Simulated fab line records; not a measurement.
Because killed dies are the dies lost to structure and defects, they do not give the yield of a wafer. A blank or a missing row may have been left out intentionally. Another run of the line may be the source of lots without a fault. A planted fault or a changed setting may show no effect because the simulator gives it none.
A sampling plan put to the test || flow gf180mcu || one fab line, 6 faults that these records tell of, each judged on the records of the lots that it struck; 1 more is left out, because the records don't allow judging it
The plan consists of the line's own looks: route steps at which the wafer is read by a gauge or an inspection but not changed. A look can be judged if struck wafers have a number there and the file gives its usual mean and standard deviation on fault-free wafers. Caught: 4 or more of those standard deviations (sigma) separate the usual mean from the mean of the struck wafers at a look after the fault's first step. On the tool: the same test on the tool's own readings at the fault's steps. Caught also covers a different recipe on the struck wafers, or a record left blank for those wafers only.

## THE FAULTS, as the simulator had put them in
1. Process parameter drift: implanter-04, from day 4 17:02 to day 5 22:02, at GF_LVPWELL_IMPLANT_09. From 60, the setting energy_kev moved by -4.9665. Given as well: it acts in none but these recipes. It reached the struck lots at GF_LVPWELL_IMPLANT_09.
2. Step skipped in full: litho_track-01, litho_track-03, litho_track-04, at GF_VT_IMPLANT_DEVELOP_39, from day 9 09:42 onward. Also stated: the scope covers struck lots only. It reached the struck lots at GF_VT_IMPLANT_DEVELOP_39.
3. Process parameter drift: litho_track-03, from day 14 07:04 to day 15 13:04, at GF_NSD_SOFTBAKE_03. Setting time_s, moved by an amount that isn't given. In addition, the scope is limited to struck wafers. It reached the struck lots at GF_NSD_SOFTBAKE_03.
4. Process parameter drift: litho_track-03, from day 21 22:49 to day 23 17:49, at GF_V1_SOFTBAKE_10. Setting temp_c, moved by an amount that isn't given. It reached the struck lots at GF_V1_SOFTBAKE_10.
5. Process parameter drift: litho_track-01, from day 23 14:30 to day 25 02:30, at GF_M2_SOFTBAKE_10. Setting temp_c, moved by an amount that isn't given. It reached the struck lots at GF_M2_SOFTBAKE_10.
6. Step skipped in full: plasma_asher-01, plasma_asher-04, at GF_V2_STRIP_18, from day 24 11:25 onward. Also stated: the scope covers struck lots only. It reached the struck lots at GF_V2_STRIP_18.

## WHAT THE PLAN SAW
{"fault": 1, "on the tool itself": "beam_energy_keV -99 or beyond sigma", "first look that catches it": "no look after it can be judged", "reading, sigma": "-", "median hours from its first step to that look": "-", "hours from the fault's start to the first struck lot there": "-", "judged looks passed uncaught": 0}
{"fault": 2, "on the tool itself": "the tool's record is blank for the struck wafers", "first look that catches it": "no look after it can be judged", "reading, sigma": "-", "median hours from its first step to that look": "-", "hours from the fault's start to the first struck lot there": "-", "judged looks passed uncaught": 0}
{"fault": 3, "on the tool itself": "heater_power_total_W +65 sigma", "first look that catches it": "not the one look that can be judged after it", "reading, sigma": "-", "median hours from its first step to that look": "-", "hours from the fault's start to the first struck lot there": "-", "judged looks passed uncaught": 1}
{"fault": 4, "on the tool itself": "heater_power_total_W -99 or beyond sigma", "first look that catches it": "GF_V1_CD_MEAS_14", "reading, sigma": "cd_nm -22", "median hours from its first step to that look": 11.7, "hours from the fault's start to the first struck lot there": 17, "judged looks passed uncaught": 0}
{"fault": 5, "on the tool itself": "heater_power_total_W +99 or beyond sigma", "first look that catches it": "GF_M2_CD_MEAS_14", "reading, sigma": "cd_nm -28", "median hours from its first step to that look": 11.4, "hours from the fault's start to the first struck lot there": 15, "judged looks passed uncaught": 0}
{"fault": 6, "on the tool itself": "the tool's record is blank for the struck wafers", "first look that catches it": "no look after it can be judged", "reading, sigma": "-", "median hours from its first step to that look": "-", "hours from the fault's start to the first struck lot there": "-", "judged looks passed uncaught": 0}
A dash: this means the fault isn't caught or the number doesn't appear in these records.

Caught at a look: 2 of 6. Caught on the tool: 6 of 6. By one or the other: 6 of 6.
On the tool alone, faults 1, 2, 3, 6 were caught.

## THINNER SAMPLING
Were the look that catches a fault to measure just every second or every third lot (counted by lot number), the first struck lot would, at worst, be measured this late:
{"fault": 4, "struck lots at that look, in order of time": "L467, L468, L470", "every lot": "17 h", "every second lot": "23 h", "every third lot": "may miss all 3"}
{"fault": 5, "struck lots at that look, in order of time": "L725, L727", "every lot": "15 h", "every second lot": "may miss all 2", "every third lot": "may miss all 2"}
The hour figures run from when the fault began to the first measured lot among those it struck. 4 sigma limit: tested on the pooled struck wafers, so a lone lot may be under it. Other struck lots may not be in these records.

## THE LONGEST TIMED WAY FROM STEP TO LOOK
Fault 4: median gap of 11.7 hours between GF_V1_SOFTBAKE_10 and GF_V1_CD_MEAS_14. No look between them can be judged.
